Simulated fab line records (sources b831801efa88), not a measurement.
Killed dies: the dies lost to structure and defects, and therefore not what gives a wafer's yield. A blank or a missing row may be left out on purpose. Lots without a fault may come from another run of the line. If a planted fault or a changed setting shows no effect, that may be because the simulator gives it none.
fab line records    flow sky130
record: lots: 7  wafers: 21  lastDay: 49
route steps=708 shown VT_ADJUST_NCORE@128 VT_ADJUST_HVTR@131 VT_ADJUST_PCH@143 PAD_OPEN@708
lots that met no fault: taken from a fault-free run of the same line
startH: hours from the record's opening day to when the first of the lot's shown wafers began    waitH: time in hours since the lot's previous step    " as in the row above    L1.1+2: one row covering several wafers at once    - no value, or no start was given    * or withheld: withheld    < > ~ a bound
route shown NAME@n: NAME is a module with steps in the file, n the number in the route of the first one    usual: average and standard deviation across the fault-free wafers    same: alike in all rows    chamber/n: place in a boat    sites: readings site by site    _std_site: standard deviation of those values    _edge_site: inner sites' mean taken away from outer sites' mean    radiusMm: for every site, how far away it sits from the centre of the wafer    mask NAME#n: copy n    behind: tool/chamber where the wafer was last shaped    hold: why the lot went on hold/how many hours it stayed there/how the hold came to an end    device: whichever transistor did not switch (one of n, p or np)    end of line: the same wafers' tests at the end of the route    a step given without rows: its recipe and nothing more    killed: count of dies lost to structure and defects at first sort (not the wafer's yield)    map: a wafer's dies, marking killed ones x, the rest . and places with no die _
set.NAME: the run value of the setting; set.NAME@STEP: its run value at that earlier step    model.NAME: the simulator's own value behind a step, which no gauge read
a table for each step, a row for each wafer; lots at some steps of the route
services: the hour from which a tool's chamber was out of use, counted from the record's first day as startH (under 0 if before that day), plus the number of hours and why
== steps ==
step: SKY_VT_ADJUST_NCORE_IMPLANT_09
recipe: species: B  energyKev: 10  doseCm2: 2.4e+12  tiltDeg: withheld
step: SKY_VT_ADJUST_NCORE_STRIP_10
recipe: chemistry: O2/N2  powerW: 1400  pressureMtorr: 1500  platenTempC: withheld  o2FlowSccm: 3000  n2FlowSccm: 300  overashFraction: 0.5
usual: drypumpMotorCurrentA: 6.1/0.57  oesProductAu: 0.715/0.0047  stripTimeToEndpointS: 14.19/0.042
same: overashFraction: 0.5
lot.wafer  tool            chamber  startH  waitH  drypumpMotorCurrentA  oesProductAu  rfHoursCounterH  stripTimeToEndpointS
L218.1     plasmaAsher-04  1        192.57  0.1    6.1                   0.713         6                14.19
L218.2     "               0        "       "      6.7                   0.714         6                14.23
L218.3     "               1        "       "      6.1                   0.717         -                14.20
L222.2     plasmaAsher-02  1        219.41  0.1    6.7                   0.717         54               14.19
L222.4     "               1        "       "      6.7                   0.720         -                14.18
L222.6     "               0        "       "      5.5                   0.715         -                14.20
L224.3     plasmaAsher-02  0        231.26  0.1    5.5                   0.718         -                14.24
L224.5     "               0        "       "      5.5                   0.717         -                14.21
L224.6     "               1        "       "      6.7                   0.714         -                14.25
L226.1     plasmaAsher-03  1        240.72  0.1    5.5                   0.720         56               14.24
L226.3     "               1        "       "      5.5                   0.715         -                14.24
L226.5     "               1        "       "      5.5                   0.714         -                14.24
L230.1     plasmaAsher-02  0        273.92  0.1    5.5                   0.712         58               14.21
L230.4     "               0        "       "      5.5                   0.707         -                14.22
L230.6     "               1        "       "      6.7                   0.712         -                14.21
L236.3     plasmaAsher-02  0        317.55  0.1    5.5                   0.721         -                14.17
L236.4     "               1        "       "      6.7                   0.716         -                14.15
L236.6     "               1        "       "      6.7                   0.715         -                14.16
L238.1     plasmaAsher-04  1        329.91  0.1    6.1                   0.718         19               14.15
L238.4     "               0        "       "      6.7                   0.713         -                14.17
L238.6     "               1        "       "      6.1                   0.715         -                14.13
step: SKY_VT_ADJUST_NCORE_TW_MEAS_11
usual: VT_ADJUST_NCORE_TW: 216.2/2.1
lot.wafer  tool          chamber  startH  waitH  VT_ADJUST_NCORE_TW
L218.1     filmMetro-04  -        192.67  0.1    218.3
L218.2     "             -        "       "      218.0
L218.3     "             -        "       "      218.8
L222.2     filmMetro-03  -        219.52  0.1    214.0
L222.4     "             -        "       "      215.5
L222.6     "             -        "       "      214.8
L224.3     filmMetro-03  -        231.34  0.1    215.1
L224.5     "             -        "       "      215.0
L224.6     "             -        "       "      214.5
L226.1     filmMetro-03  -        240.82  0.1    215.0
L226.3     "             -        "       "      213.8
L226.5     "             -        "       "      213.8
L230.1     filmMetro-03  -        274.02  0.1    212.8
L230.4     "             -        "       "      213.5
L230.6     "             -        "       "      213.7
L236.3     filmMetro-03  -        317.64  0.1    214.0
L236.4     "             -        "       "      213.4
L236.6     "             -        "       "      213.0
L238.1     filmMetro-03  -        330.01  0.1    213.4
L238.4     "             -        "       "      213.6
L238.6     "             -        "       "      214.8
step: SKY_VT_ADJUST_HVTR_DEHYDRATE_00
recipe: tempC: 200  timeS: 60
step: SKY_VT_ADJUST_HVTR_HMDS_01
recipe: primeTimeS: 60  primeTempC: 120
step: SKY_VT_ADJUST_HVTR_COAT_02
recipe: resist: NOVOLAK  spinRpm: 3000  resistThkNm: 1140
step: SKY_VT_ADJUST_HVTR_SOFTBAKE_03
recipe: tempC: 90  timeS: 60  resist: NOVOLAK
step: SKY_VT_ADJUST_HVTR_EXPOSE_04
recipe: maskId: HVTRM  targetCdNm: 380  na: 0.6  sourceShape: conventional  sigmaOuter: 0.6  doseMj: 150
step: SKY_VT_ADJUST_HVTR_PEB_05
recipe: tempC: withheld  timeS: *  resist: NOVOLAK
step: SKY_VT_ADJUST_HVTR_DEVELOP_06
recipe: developTimeS: 60  devTempC: 23
step: SKY_VT_ADJUST_HVTR_CD_MEAS_07
recipe: targetCdNm: 380
usual: cdNm: 379.9/2.3
lot.wafer  tool      chamber  startH  waitH  cdNm
L218.1     cdSem-02  -        214.22  0.1    378.3
L218.2     "         -        "       "      378.7
L218.3     "         -        "       "      378.6
L222.2     cdSem-01  -        242.39  0.1    380.9
L222.4     "         -        "       "      385.3
L222.6     "         -        "       "      383.0
L224.3     cdSem-02  -        254.66  0.1    377.8
L224.5     "         -        "       "      377.7
L224.6     "         -        "       "      377.4
L226.1     cdSem-02  -        263.82  0.1    381.9
L226.3     "         -        "       "      382.0
L226.5     "         -        "       "      381.1
L230.1     cdSem-01  -        298.87  0.1    381.9
L230.4     "         -        "       "      381.6
L230.6     "         -        "       "      379.2
L236.3     cdSem-01  -        343.42  0.1    379.8
L236.4     "         -        "       "      378.9
L236.6     "         -        "       "      379.8
L238.1     cdSem-02  -        356.06  0.1    382.6
L238.4     "         -        "       "      383.2
L238.6     "         -        "       "      383.0
step: SKY_VT_ADJUST_HVTR_OVL_MEAS_08
usual: VT_ADJUST_HVTR_OVL: -1.4/1.6
lot.wafer  tool        chamber  startH  waitH  VT_ADJUST_HVTR_OVL[nm]
L218.1     overlay-02  -        214.34  0.1    -0.7
L218.2     "           -        "       "      -2.3
L218.3     "           -        "       "      -0.2
L222.2     overlay-02  -        242.49  0.1    -2.9
L222.4     "           -        "       "      -0.9
L222.6     "           -        "       "      -2.3
L224.3     overlay-01  -        254.75  0.1    1.0
L224.5     "           -        "       "      -0.2
L224.6     "           -        "       "      0.8
L226.1     overlay-01  -        263.94  0.1    -1.3
L226.3     "           -        "       "      -1.7
L226.5     "           -        "       "      -1.7
L230.1     overlay-02  -        298.99  0.1    -3.6
L230.4     "           -        "       "      -3.1
L230.6     "           -        "       "      -3.7
L236.3     overlay-02  -        343.51  0.1    -2.2
L236.4     "           -        "       "      -2.5
L236.6     "           -        "       "      -0.6
L238.1     overlay-01  -        356.18  0.1    1.6
L238.4     "           -        "       "      -0.1
L238.6     "           -        "       "      0.9
step: SKY_VT_ADJUST_HVTR_IMPLANT_09
recipe: species: B  energyKev: 10  doseCm2: 2.1e+12  tiltDeg: withheld
usual: doseIonsCm2: 2.0999e+12/2.2e+09  endStationPressureTorr: 5e-06/2.8e-07  faradayCurrentUA: 11.87/0.23
lot.wafer  tool          chamber  startH  waitH  doseIonsCm2  endStationPressureTorr  faradayCurrentUA
L218.1     implanter-03  0        214.37  0.0    2.0975e+12   5.06e-06                11.98
L218.2     "             0        "       "      2.0975e+12   4.85e-06                11.63
L218.3     "             0        "       "      2.1026e+12   4.99e-06                11.91
L222.2     implanter-03  0        242.55  0.0    2.785e+12    4.92e-06                16.08
L222.4     "             0        "       "      2.7841e+12   4.69e-06                16.05
L222.6     "             0        "       "      2.7819e+12   4.91e-06                16.01
L224.3     implanter-03  0        254.82  0.1    2.7876e+12   5.18e-06                15.48
L224.5     "             0        "       "      2.7812e+12   4.93e-06                15.81
L224.6     "             0        "       "      2.7833e+12   4.94e-06                15.70
L226.1     implanter-03  0        263.97  0.0    2.7865e+12   5.15e-06                16.07
L226.3     "             0        "       "      2.7872e+12   4.89e-06                15.72
L226.5     "             0        "       "      2.7827e+12   4.91e-06                15.64
L230.1     implanter-04  0        299.02  0.0    2.0999e+12   5.23e-06                12.20
L230.4     "             0        "       "      2.0978e+12   5.32e-06                11.66
L230.6     "             0        "       "      2.0978e+12   4.61e-06                12.14
L236.3     implanter-01  0        343.58  0.1    2.1006e+12   5.24e-06                11.97
L236.4     "             0        "       "      2.1024e+12   4.78e-06                11.94
L236.6     "             0        "       "      2.0972e+12   4.76e-06                11.77
L238.1     implanter-01  0        356.22  0.0    2.1003e+12   4.89e-06                11.79
L238.4     "             0        "       "      2.099e+12    4.99e-06                12.25
L238.6     "             0        "       "      2.0991e+12   5e-06                   12.21
step: SKY_VT_ADJUST_HVTR_STRIP_10
recipe: chemistry: O2/N2  powerW: 1400  pressureMtorr: 1500  platenTempC: withheld  o2FlowSccm: 3000  n2FlowSccm: 300  overashFraction: 0.5
usual: drypumpMotorCurrentA: 5.5/0.51  oesProductAu: 0.716/0.0045  stripTimeToEndpointS: 14.19/0.036
same: overashFraction: 0.5
lot.wafer  tool            chamber  startH  waitH  drypumpMotorCurrentA  oesProductAu  rfHoursCounterH  stripTimeToEndpointS
L218.1     plasmaAsher-02  0        214.52  0.1    5.5                   0.712         53               14.21
L218.2     "               1        "       "      6.7                   0.719         53               14.20
L218.3     "               1        "       "      6.7                   0.708         -                14.21
L222.2     plasmaAsher-02  0        242.67  0.1    5.5                   0.719         56               14.23
L222.4     "               0        "       "      5.5                   0.718         -                14.20
L222.6     "               1        "       "      6.7                   0.714         -                14.16
L224.3     plasmaAsher-02  0        254.96  0.1    5.5                   0.720         -                14.15
L224.5     "               1        "       "      6.7                   0.716         -                14.15
L224.6     "               0        "       "      5.5                   0.718         -                14.08
L226.1     plasmaAsher-03  1        264.12  0.1    5.5                   0.712         59               14.16
L226.3     "               1        "       "      5.5                   0.716         -                14.17
L226.5     "               0        "       "      5.0                   0.717         -                14.20
L230.1     plasmaAsher-01  1        299.17  0.1    5.0                   0.710         49               14.12
L230.4     "               1        "       "      5.0                   0.718         -                14.15
L230.6     "               0        "       "      5.4                   0.716         -                14.19
L236.3     plasmaAsher-01  0        343.72  0.1    5.4                   0.719         -                14.21
L236.4     "               1        "       "      5.0                   0.710         -                14.23
L236.6     "               1        "       "      5.0                   0.716         -                14.19
L238.1     plasmaAsher-02  1        356.37  0.1    6.7                   0.722         66               14.17
L238.4     "               1        "       "      6.7                   0.715         -                14.18
L238.6     "               0        "       "      5.5                   0.721         -                14.17
step: SKY_VT_ADJUST_HVTR_TW_MEAS_11
usual: VT_ADJUST_HVTR_TW: 208.6/1.8
lot.wafer  tool          chamber  startH  waitH  VT_ADJUST_HVTR_TW
L218.1     filmMetro-02  -        214.62  0.1    209.2
L218.2     "             -        "       "      208.3
L218.3     "             -        "       "      208.2
L222.2     filmMetro-02  -        242.78  0.1    224.9
L222.4     "             -        "       "      224.3
L222.6     "             -        "       "      224.5
L224.3     filmMetro-02  -        255.04  0.1    225.7
L224.5     "             -        "       "      224.9
L224.6     "             -        "       "      225.3
L226.1     filmMetro-04  -        264.22  0.1    228.4
L226.3     "             -        "       "      228.2
L226.5     "             -        "       "      228.0
L230.1     filmMetro-02  -        299.27  0.1    208.6
L230.4     "             -        "       "      208.9
L230.6     "             -        "       "      208.7
L236.3     filmMetro-04  -        343.80  0.1    209.7
L236.4     "             -        "       "      210.4
L236.6     "             -        "       "      209.1
L238.1     filmMetro-04  -        356.47  0.1    210.6
L238.4     "             -        "       "      210.0
L238.6     "             -        "       "      210.5
step: SKY_VT_ADJUST_PCH_DEHYDRATE_00
recipe: tempC: 200  timeS: 60
step: SKY_PAD_OPEN_PROBE_99
usual: killed_at_M0_to_M3: 44/7.9  killed_at_M4_up: 3.1/2  killedAtContacts: 23/4.9  killedAtFrontEnd: 15/3.9  killedAtOther: 0.2/0.49  killedDies: 86/10  killedOpen: 47/7.1  killedShort: 39/7.1
same: grossDies: 492  killedAtBackSide: 0
lot.wafer  tool       chamber  startH   waitH  killed_at_M0_to_M3  killed_at_M4_up  killedAtContacts  killedAtFrontEnd  killedAtOther  killedDies  killedOpen  killedShort  model.etest.pfet_01v8_mvt.driveUaUm  model.etest.pfet_01v8_mvt.offLog10AUm  model.etest.pfet_01v8_mvt.vtSatV  model.etest.pfet_01v8_mvt.vtV  model.etest.pfet_01v8_mvt.vtLongV  model.etest.pfet_01v8_mvt.bodyRiseV
L218.1     prober-01  -        1082.48  0.1    46                  2                28                18                2              96          53          41           151.2                                -11.16                                 -0.6067                           -0.6924                        -0.8907                            -0.1771
L218.2     prober-01  -        1082.53  0.1    54                  7                18                20                0              99          51          48           152.1                                -11.09                                 -0.6046                           -0.6884                        -0.894                             -0.1762
L218.3     prober-01  -        1082.58  0.2    50                  3                24                19                0              96          57          38           147.4                                -11.29                                 -0.6191                           -0.697                         -0.8926                            -0.1782
L222.2     prober-01  -        1110.49  0.1    39                  3                28                14                0              84          33          50           165.9                                -9.308                                 -0.4373                           -0.535                         -0.7623                            -0.1997
L222.4     prober-01  -        1110.59  0.2    33                  4                22                19                0              78          37          39           167.3                                -9.404                                 -0.4371                           -0.5415                        -0.7668                            -0.2001
L222.6     prober-01  -        1110.69  0.2    31                  0                24                18                1              74          33          41           164.6                                -9.439                                 -0.4449                           -0.5416                        -0.7653                            -0.1982
L224.3     prober-01  -        1117.37  0.2    35                  5                29                19                0              88          40          48           163.5                                -9.586                                 -0.4702                           -0.5735                        -0.7974                            -0.1888
L224.5     prober-01  -        1117.47  0.2    56                  1                24                10                0              91          54          37           163.4                                -9.608                                 -0.4697                           -0.5676                        -0.7919                            -0.1912
L224.6     prober-01  -        1117.52  0.2    46                  3                26                10                0              85          42          43           164                                  -9.483                                 -0.4683                           -0.5663                        -0.7854                            -0.1904
L226.1     prober-01  -        1133.82  0.1    47                  3                22                16                0              88          53          34           161.9                                -9.623                                 -0.4704                           -0.5695                        -0.7923                            -0.192
L226.3     prober-01  -        1133.92  0.2    39                  2                22                17                0              80          46          30           162.5                                -9.513                                 -0.4606                           -0.5615                        -0.789                             -0.1938
L226.5     prober-01  -        1134.02  0.2    54                  5                26                10                0              95          55          40           160.4                                -9.793                                 -0.4762                           -0.576                         -0.796                             -0.1908
L230.1     prober-01  -        1149.81  0.1    57                  4                34                17                1              113         58          54           146.7                                -11.32                                 -0.615                            -0.6972                        -0.8994                            -0.1839
L230.4     prober-01  -        1149.96  0.2    42                  5                20                20                0              87          55          32           148                                  -11.42                                 -0.617                            -0.6959                        -0.8972                            -0.1807
L230.6     prober-01  -        1150.06  0.2    47                  1                29                17                0              94          55          39           150                                  -11.22                                 -0.6034                           -0.689                         -0.8999                            -0.1851
L236.3     prober-01  -        1180.29  0.2    49                  5                20                9                 1              84          52          32           147                                  -10.87                                 -0.5781                           -0.6631                        -0.8745                            -0.1907
L236.4     prober-01  -        1180.34  0.2    48                  4                19                11                0              82          42          40           148.6                                -10.95                                 -0.5803                           -0.6651                        -0.8703                            -0.1923
L236.6     prober-01  -        1180.44  0.2    50                  8                20                20                0              98          50          48           150.2                                -10.85                                 -0.57                             -0.6585                        -0.8681                            -0.1902
L238.1     prober-01  -        1186.32  0.1    50                  0                20                16                1              87          50          35           149.2                                -10.75                                 -0.5752                           -0.6642                        -0.8689                            -0.1887
L238.4     prober-01  -        1186.47  0.2    60                  3                25                16                2              106         49          57           148.6                                -10.96                                 -0.5901                           -0.6714                        -0.871                             -0.1874
L238.6     prober-01  -        1186.57  0.2    28                  4                19                14                0              65          36          29           147.9                                -10.93                                 -0.5861                           -0.6678                        -0.868                             -0.187
killed by level:class
L218.1 VIA1:geometricParticle:open=10 VIA2:geometricParticle:open=10 LI_CONTACT:geometricParticle:open=8 CONTACT:geometricParticle:open=8 VIA3:geometricParticle:open=7 CONTACT:geometricParticle:short=6 METAL1:geometricParticle:short=6 FIELD_ISO:geometricParticle:short=5
L218.2 VIA1:geometricParticle:open=15 VIA3:geometricParticle:open=10 FIELD_ISO:geometricParticle:open=9 METAL1:geometricParticle:short=8 CONTACT:geometricParticle:open=7 VIA1:geometricParticle:short=6 LOCAL_INTERCONNECT:geometricParticle:short=5 METAL4:geometricParticle:short=5
L218.3 VIA1:geometricParticle:open=11 VIA3:geometricParticle:open=9 CONTACT:geometricParticle:open=7 VIA2:geometricParticle:open=7 CONTACT:geometricParticle:short=6 VIA1:geometricParticle:short=6 FIELD_ISO:geometricParticle:short=5 POLY_GATE:geometricParticle:open=5
L222.2 LOCAL_INTERCONNECT:geometricParticle:short=10 METAL2:geometricParticle:short=7 CONTACT:geometricParticle:short=6 CONTACT:geometricParticle:open=6 VIA1:geometricParticle:open=5 VIA1:geometricParticle:short=5 VIA2:geometricParticle:short=5 FIELD_ISO:geometricParticle:open=4
L222.4 VIA1:geometricParticle:open=9 CONTACT:geometricParticle:open=8 POLY_GATE:geometricParticle:short=6 VIA1:geometricParticle:short=6 METAL2:geometricParticle:short=5 SPACER:geometricParticle:open=4 LI_CONTACT:geometricParticle:open=4 LOCAL_INTERCONNECT:geometricParticle:short=4
L222.6 VIA1:geometricParticle:open=10 LOCAL_INTERCONNECT:geometricParticle:short=9 CONTACT:geometricParticle:short=8 FIELD_ISO:geometricParticle:short=6 CONTACT:geometricParticle:open=6 METAL2:geometricParticle:short=5 VIA3:geometricParticle:open=5 SPACER:geometricParticle:short=4
L224.3 CONTACT:geometricParticle:short=12 METAL2:geometricParticle:short=7 VIA1:geometricParticle:open=6 LI_CONTACT:geometricParticle:open=6 CONTACT:geometricParticle:open=6 VIA1:geometricParticle:short=6 FIELD_ISO:geometricParticle:short=5 LOCAL_INTERCONNECT:geometricParticle:short=5
L224.5 CONTACT:geometricParticle:open=13 METAL2:geometricParticle:short=10 VIA1:geometricParticle:open=9 VIA2:geometricParticle:open=8 LI_CONTACT:geometricParticle:open=7 VIA3:geometricParticle:open=6 FIELD_ISO:geometricParticle:short=5 METAL1:geometricParticle:short=5
L224.6 METAL2:geometricParticle:short=10 CONTACT:geometricParticle:open=9 LI_CONTACT:geometricParticle:open=8 METAL1:geometricParticle:short=7 VIA3:geometricParticle:open=7 VIA1:geometricParticle:short=5 VIA1:geometricParticle:open=5 FIELD_ISO:geometricParticle:short=4
L226.1 VIA1:geometricParticle:open=19 CONTACT:geometricParticle:open=9 LI_CONTACT:geometricParticle:open=7 VIA1:geometricParticle:short=7 POLY_GATE:geometricParticle:open=6 VIA2:geometricParticle:open=6 FIELD_ISO:geometricParticle:short=5 METAL3:geometricParticle:short=4
L226.3 CONTACT:geometricParticle:open=11 VIA1:geometricParticle:open=10 VIA1:geometricParticle:short=6 LI_CONTACT:geometricParticle:open=5 VIA3:geometricParticle:open=4 METAL2:geometricParticle:short=4 POLY_GATE:areaEtch=4 FIELD_ISO:geometricParticle:open=3
L226.5 VIA1:geometricParticle:open=20 METAL2:geometricParticle:short=10 CONTACT:geometricParticle:open=8 LI_CONTACT:geometricParticle:open=7 VIA2:geometricParticle:open=6 CONTACT:geometricParticle:short=5 METAL1:geometricParticle:short=5 POLY_GATE:geometricParticle:open=3
L230.1 VIA1:geometricParticle:open=13 VIA2:geometricParticle:open=10 LI_CONTACT:geometricParticle:open=9 CONTACT:geometricParticle:open=9 LOCAL_INTERCONNECT:geometricParticle:short=6 LI_CONTACT:geometricParticle:short=6 VIA2:geometricParticle:short=6 METAL2:geometricParticle:short=6
L230.4 VIA1:geometricParticle:open=15 CONTACT:geometricParticle:open=7 LI_CONTACT:geometricParticle:open=6 CONTACT:geometricParticle:short=6 VIA2:geometricParticle:open=6 FIELD_ISO:geometricParticle:short=5 POLY_GATE:geometricParticle:short=4 METAL2:geometricParticle:short=4
L230.6 VIA1:geometricParticle:open=16 CONTACT:geometricParticle:open=15 FIELD_ISO:geometricParticle:short=7 LI_CONTACT:geometricParticle:open=7 VIA1:geometricParticle:short=6 VIA2:geometricParticle:open=5 METAL1:geometricParticle:short=5 VIA3:geometricParticle:open=5
L236.3 VIA2:geometricParticle:open=10 VIA1:geometricParticle:open=9 VIA1:geometricParticle:short=8 VIA3:geometricParticle:open=8 LI_CONTACT:geometricParticle:open=7 CONTACT:geometricParticle:open=7 VIA3:geometricParticle:short=5 FIELD_ISO:geometricParticle:open=3
L236.4 VIA1:geometricParticle:open=12 VIA1:geometricParticle:short=9 VIA3:geometricParticle:open=6 CONTACT:geometricParticle:open=6 METAL2:geometricParticle:short=5 LI_CONTACT:geometricParticle:short=5 VIA2:geometricParticle:open=4 METAL4:geometricParticle:short=4
L236.6 VIA1:geometricParticle:open=16 FIELD_ISO:geometricParticle:short=9 CONTACT:geometricParticle:open=6 VIA1:geometricParticle:short=6 VIA3:geometricParticle:open=6 METAL3:geometricParticle:short=5 LOCAL_INTERCONNECT:geometricParticle:short=5 METAL2:geometricParticle:short=5
L238.1 VIA3:geometricParticle:open=10 VIA2:geometricParticle:open=8 VIA1:geometricParticle:open=7 VIA1:geometricParticle:short=7 METAL1:geometricParticle:short=6 LOCAL_INTERCONNECT:geometricParticle:short=5 CONTACT:geometricParticle:short=5 CONTACT:geometricParticle:open=4
L238.4 METAL1:geometricParticle:short=12 CONTACT:geometricParticle:open=10 VIA3:geometricParticle:open=9 VIA1:geometricParticle:open=8 POLY_GATE:geometricParticle:short=8 VIA1:geometricParticle:short=7 VIA2:geometricParticle:open=6 CONTACT:geometricParticle:short=5
L238.6 CONTACT:geometricParticle:open=8 VIA3:geometricParticle:open=7 FIELD_ISO:geometricParticle:short=5 POLY_GATE:geometricParticle:open=4 LI_CONTACT:geometricParticle:open=4 LI_CONTACT:geometricParticle:short=4 METAL1:geometricParticle:short=4 VIA1:geometricParticle:open=4
== services ==
tool            chamber  startH  hours  kind
plasmaAsher-04  -        177.69  2.6    repair
implanter-01    -        194.71  5.2    repair
implanter-01    -        195.79  10.5   repair
implanter-03    -        210.03  4.1    pm
implanter-01    -        222.67  6.6    repair
plasmaAsher-02  -        256.13  7.1    repair
plasmaAsher-03  -        284.00  3.3    repair
implanter-01    -        291.57  3.8    pm
plasmaAsher-04  -        306.27  1.4    repair
implanter-03    -        312.65  4.2    repair
implanter-03    -        325.01  34.3   pm
plasmaAsher-01  -        327.62  1.0    repair
plasmaAsher-03  -        334.06  2.8    pm
== key ==
firstSign: step: SKY_VT_ADJUST_HVTR_IMPLANT_09  reading: doseIonsCm2  direction: up  sigmas: 99+  usual: *  struck: *
effect: step: SKY_VT_ADJUST_HVTR_IMPLANT_09  reading: faradayCurrentUA  direction: up  sigmas: 17  usual: 11.87  struck: 15.84
effect: step: SKY_VT_ADJUST_HVTR_TW_MEAS_11  reading: VT_ADJUST_HVTR_TW  direction: up  sigmas: 9.5  usual: 208.6  struck: 226.0
modelEffect: step: SKY_PAD_OPEN_PROBE_99  value: etest.pfet_01v8_mvt.driveUaUm  without: 150.1  struck: 163.7
metAt SKY_VT_ADJUST_HVTR_IMPLANT_09
struckWafers L222.2,L222.4,L222.6,L224.3,L224.5,L224.6,L226.1,L226.3,L226.5
testerLeftOut L222,L224,L226
onsetBetween 214.37 242.55
fault: kind: processParameterDrift  tool: implanter-03  chamber: -  onsetH: 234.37  steps: SKY_VT_ADJUST_HVTR_IMPLANT_09  channel: doseCm2  offset: *  shape: step  endH: 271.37  actsIn: *  stated: *
testerLeftOut: of these lots the tester's yield and bins aren't shown, on N5 and GAA mostly nor the transistor test; their killed dies are dies lost to structure and defects alone, not to doping, threshold or leakage, so they don't give the yield
